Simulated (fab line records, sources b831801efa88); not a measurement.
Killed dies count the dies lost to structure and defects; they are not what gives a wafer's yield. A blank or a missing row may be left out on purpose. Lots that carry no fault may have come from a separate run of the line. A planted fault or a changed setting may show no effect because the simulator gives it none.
Which tool is to blame? | flow gf180mcu | 6 lots, 18 wafers sampled, at 2 steps of a route of 602

== WHAT EACH GAUGE READ, for each wafer ==
GF_V1_THK_MEAS_03.
lot  | measured     | on            | V1_CVD_02_THK (nm)
L900 | day 17 17:35 | film-metro-03 | 839 858 849
L903 | day 19 05:33 | film-metro-03 | 843 858 872
L906 | day 20 05:11 | film-metro-02 | 861 835 829
L908 | day 21 03:28 | film-metro-04 | 821 836 840
L913 | day 23 00:58 | film-metro-03 | 847 847 846
L921 | day 25 02:56 | film-metro-02 | 839 853 860

== TOOL THAT RAN EACH LOT (tool first, then ch and the chambers of the sampled wafers, then the start) ==
lot  | GF_M1_STRIP_17
L900 | plasma-asher-03 ch 0,1, day 17 16:46
L903 | plasma-asher-04 ch 0,1, day 19 04:44
L906 | plasma-asher-03 ch 0,1, day 20 04:25
L908 | plasma-asher-03 ch 0,1, day 21 02:42
L913 | plasma-asher-03 ch 0,1, day 23 00:12
L921 | plasma-asher-03 ch 0,1, day 25 02:12
- GF_M1_STRIP_17: strips in O2/N2.

== THE ANSWER, worked out from the rows above alone ==
Rule: usual is defined by the lots themselves. The widest of any qualifying gaps counts: lots, ordered by their means at a reading, are off when they make up no more than a third of the lots, leave a main group of 4 or more, and stand apart from it by 3 or more times the standard deviation of that group's means. A main group is skipped when, at the precision printed for the reading in the tables above, its means are all equal. Also off: a lot with no number at a reading for which 4 or more lots have one. The other lots that the step has rows for count as sound.
None of the lots is off at any reading shown; this tells nothing.

== WHAT THE SIMULATOR HAD INSERTED ==
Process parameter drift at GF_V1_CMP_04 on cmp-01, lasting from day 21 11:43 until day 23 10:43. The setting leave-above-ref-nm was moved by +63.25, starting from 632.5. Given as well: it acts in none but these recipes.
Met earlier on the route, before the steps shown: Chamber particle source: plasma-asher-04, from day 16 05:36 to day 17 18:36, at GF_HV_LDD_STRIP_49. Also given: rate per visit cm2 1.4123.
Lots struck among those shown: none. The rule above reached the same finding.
